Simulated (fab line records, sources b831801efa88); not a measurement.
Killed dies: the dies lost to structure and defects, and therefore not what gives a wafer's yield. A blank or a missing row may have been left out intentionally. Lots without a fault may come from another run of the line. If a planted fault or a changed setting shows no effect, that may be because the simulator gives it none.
Which tool is to blame? || flow gf180mcu || 7 lots, 21 wafers sampled, at 2 steps of a route of 602

## WHAT THE GAUGES SHOWED, per wafer
GF_VT_IMPLANT_OVL_MEAS_40.
{"lot": "L921", "measured": "day 7 20:39", "on": "overlay-02", "VT_IMPLANT_03_OVL (nm)": "-0.9 0.2 -1.5"}
{"lot": "L925", "measured": "day 9 00:14", "on": "overlay-02", "VT_IMPLANT_03_OVL (nm)": "-1.7 -0.7 -1.2"}
{"lot": "L927", "measured": "day 9 12:02", "on": "overlay-01", "VT_IMPLANT_03_OVL (nm)": "-2.4 -0.5 -0.9"}
{"lot": "L929", "measured": "day 10 01:13", "on": "overlay-02", "VT_IMPLANT_03_OVL (nm)": "-112.5 -112.4 -112.3"}
{"lot": "L935", "measured": "day 11 21:41", "on": "overlay-01", "VT_IMPLANT_03_OVL (nm)": "-108.2 -108.0 -109.6"}
{"lot": "L937", "measured": "day 12 09:14", "on": "overlay-02", "VT_IMPLANT_03_OVL (nm)": "-110.0 -109.9 -110.4"}
{"lot": "L941", "measured": "day 13 06:14", "on": "overlay-01", "VT_IMPLANT_03_OVL (nm)": "0.1 0.1 -1.7"}

## WHICH TOOL RAN EACH LOT (tool, then ch and the chambers of the sampled wafers, then the start)
{"lot": "L921", "GF_VT_IMPLANT_EXPOSE_37": "iline-stepper-01 ch 0, day 7 12:32"}
{"lot": "L925", "GF_VT_IMPLANT_EXPOSE_37": "iline-stepper-02 ch 0, day 8 16:20"}
{"lot": "L927", "GF_VT_IMPLANT_EXPOSE_37": "iline-stepper-01 ch 0, day 9 03:52"}
{"lot": "L929", "GF_VT_IMPLANT_EXPOSE_37": "iline-stepper-01 ch 0, day 9 17:07"}
{"lot": "L935", "GF_VT_IMPLANT_EXPOSE_37": "iline-stepper-01 ch 0, day 11 12:01"}
{"lot": "L937", "GF_VT_IMPLANT_EXPOSE_37": "iline-stepper-01 ch 0, day 11 23:49"}
{"lot": "L941", "GF_VT_IMPLANT_EXPOSE_37": "iline-stepper-02 ch 0, day 12 20:56"}
- GF_VT_IMPLANT_EXPOSE_37: exposes mask Nwell HV AREA, target cd 860 nm.

## THE ANSWER, worked out from the rows above alone
Rule: what is usual is taken from the lots themselves. The widest of any qualifying gaps counts: lots, ordered by their means at a reading, are off when they make up no more than a third of the lots, leave a main group of 4 or more, and stand apart from it by 3 or more times the standard deviation of that group's means. A main group is skipped when, at the precision printed for the reading in the tables above, its means are all equal. Also off: a lot with no number at a reading for which 4 or more lots have one. All remaining lots with rows at the step are treated as sound.
Across all readings shown, no lot is off: no conclusion can be drawn from this.

## WHAT THE SIMULATOR HAD PUT IN
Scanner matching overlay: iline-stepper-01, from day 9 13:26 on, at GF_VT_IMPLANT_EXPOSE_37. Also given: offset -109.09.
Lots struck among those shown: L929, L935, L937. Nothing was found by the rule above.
